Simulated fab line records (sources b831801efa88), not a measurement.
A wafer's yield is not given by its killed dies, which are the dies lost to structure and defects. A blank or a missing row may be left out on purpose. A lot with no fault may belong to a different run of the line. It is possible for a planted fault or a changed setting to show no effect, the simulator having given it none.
Which tool is to blame? + flow sky130 + 14 lots, 42 wafers sampled, at 2 steps of a route of 708

## WHAT THE GAUGES READ, wafer by wafer
No reading from a measuring or inspecting step in the record can be judged against a usual standard deviation.

## WHICH TOOL RAN EACH LOT (tool, then ch and the chambers of the sampled wafers, then the start)
| lot  | SKY_VIA3_HMDS_05                  | SKY_PAD_OPEN_PROBE_99   |
|------|-----------------------------------|-------------------------|
| L160 | litho-track-03 ch 0, day 39 07:44 | -                       |
| L161 | litho-track-01 ch 0, day 39 12:43 | -                       |
| L162 | litho-track-03 ch 0, day 39 19:55 | prober-01, day 46 04:13 |
| L163 | litho-track-01 ch 0, day 40 01:31 | prober-02, day 46 08:19 |
| L165 | litho-track-01 ch 0, day 40 16:53 | -                       |
| L167 | litho-track-01 ch 0, day 42 09:56 | -                       |
| L170 | litho-track-03 ch 0, day 42 14:14 | prober-01, day 48 11:46 |
| L171 | litho-track-03 ch 0, day 42 18:49 | -                       |
| L172 | litho-track-01 ch 0, day 42 23:56 | -                       |
| L173 | litho-track-03 ch 0, day 43 09:23 | -                       |
| L174 | litho-track-01 ch 0, day 43 16:22 | -                       |
| L178 | litho-track-01 ch 0, day 44 14:04 | prober-01, day 50 01:20 |
| L179 | litho-track-01 ch 0, day 44 22:58 | -                       |
| L181 | litho-track-01 ch 0, day 45 02:22 | -                       |
- SKY_VIA3_HMDS_05: prime time 60 s.
- SKY_PAD_OPEN_PROBE_99

## AS READ BY THE TOOLS THEMSELVES (means over the sampled wafers that have a number; for cases with no such wafer, the mark the record gives instead)
SKY_VIA3_HMDS_05.
| lot  | tool           | prime-temp-c (C) |
|------|----------------|------------------|
| L160 | litho-track-03 | 119.89           |
| L161 | litho-track-01 | 119.86           |
| L162 | litho-track-03 | 119.83           |
| L163 | litho-track-01 | 119.95           |
| L165 | litho-track-01 | 120.13           |
| L167 | litho-track-01 | 120.21           |
| L170 | litho-track-03 | 120.12           |
| L171 | litho-track-03 | 122.93           |
| L172 | litho-track-01 | 119.93           |
| L173 | litho-track-03 | 122.99           |
| L174 | litho-track-01 | 120.07           |
| L178 | litho-track-01 | 119.95           |
| L179 | litho-track-01 | 120.04           |
| L181 | litho-track-01 | 119.81           |

SKY_PAD_OPEN_PROBE_99.
| lot  | tool      | defect-limited-yield (%) | killed_at_M0_to_M3 | killed_at_M4_up | killed-at-contacts | killed-at-front-end | killed-at-other | killed-dies | killed-open | killed-short | sort_bin_3_pad_short (%) | sort_bin_5_function (%) | sort_bin_6_memory (%) | sort-n-pass | sort-yield-pct (%) |
|------|-----------|--------------------------|--------------------|-----------------|--------------------|---------------------|-----------------|-------------|-------------|--------------|--------------------------|-------------------------|-----------------------|-------------|--------------------|
| L162 | prober-01 | 81.3                     | 45                 | 4.7             | 26                 | 17                  | 0.0             | 92          | 46          | 46           | 1.3                      | 10.9                    | 6.5                   | 400         | 81.3               |
| L163 | prober-02 | 84.0                     | 44                 | 5.3             | 19                 | 11                  | 0.0             | 79          | 46          | 33           | 0.5                      | 8.7                     | 6.8                   | 413         | 84.0               |
| L170 | prober-01 | 83.6                     | 35                 | 4.0             | 25                 | 17                  | 0.0             | 81          | 40          | 41           | 0.6                      | 9.8                     | 6.0                   | 411         | 83.6               |
| L178 | prober-01 | 81.0                     | 40                 | 3.0             | 29                 | 22                  | 0.3             | 93          | 53          | 41           | 1.1                      | 11.7                    | 6.2                   | 399         | 81.0               |

## THE ANSWER, worked out from the rows above alone
Rule: what is usual is taken from the lots themselves. Put in order of their means at a reading, lots are off if they are a third of the lots or fewer, leave a main group of 4 or more, and stand apart from it by a gap of 3 or more times the standard deviation of the main group's means; of several such gaps the widest counts. The tables above print the reading to a certain number of digits; a main group whose means all agree to those digits is not used. Also off: a lot with no number at a reading for which 4 or more lots have one. Where the step has rows for the other lots, those lots are counted as sound. The gauges are gone through in route order, then the tools' own readings, and for those a lot's mean is taken as printed above. The first step at which some lot is off is used, and at that step the reading that is off furthest; a lot without a number counts as furthest.
Off: L171, L173, at SKY_VIA3_HMDS_05 (prime-temp-c). The main group: mean 119.98 C, standard deviation 0.12.
A tool fits if, at that step or a process step before it, it ran every lot that is off, and no sound lot after the first of them. One fits: litho-track-03 at SKY_VIA3_HMDS_05. A fault onset in the window from L170 (day 42 14:14, its last sound lot) to L171 (day 42 18:49, its first lot off) fits.
The tool's own readings at SKY_VIA3_HMDS_05 bear it out: on the lots that are off they differ by more than 5 times the standard deviation of the sound lots' means. prime-temp-c reads 122.96 C there against 119.98 C on the sound lots.

## WHAT THE SIMULATOR HAD INSERTED
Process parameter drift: litho-track-03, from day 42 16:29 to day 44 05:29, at SKY_VIA3_HMDS_05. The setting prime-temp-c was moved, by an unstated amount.
Lots struck among those shown: L171, L173. This agrees with what the rule above found.
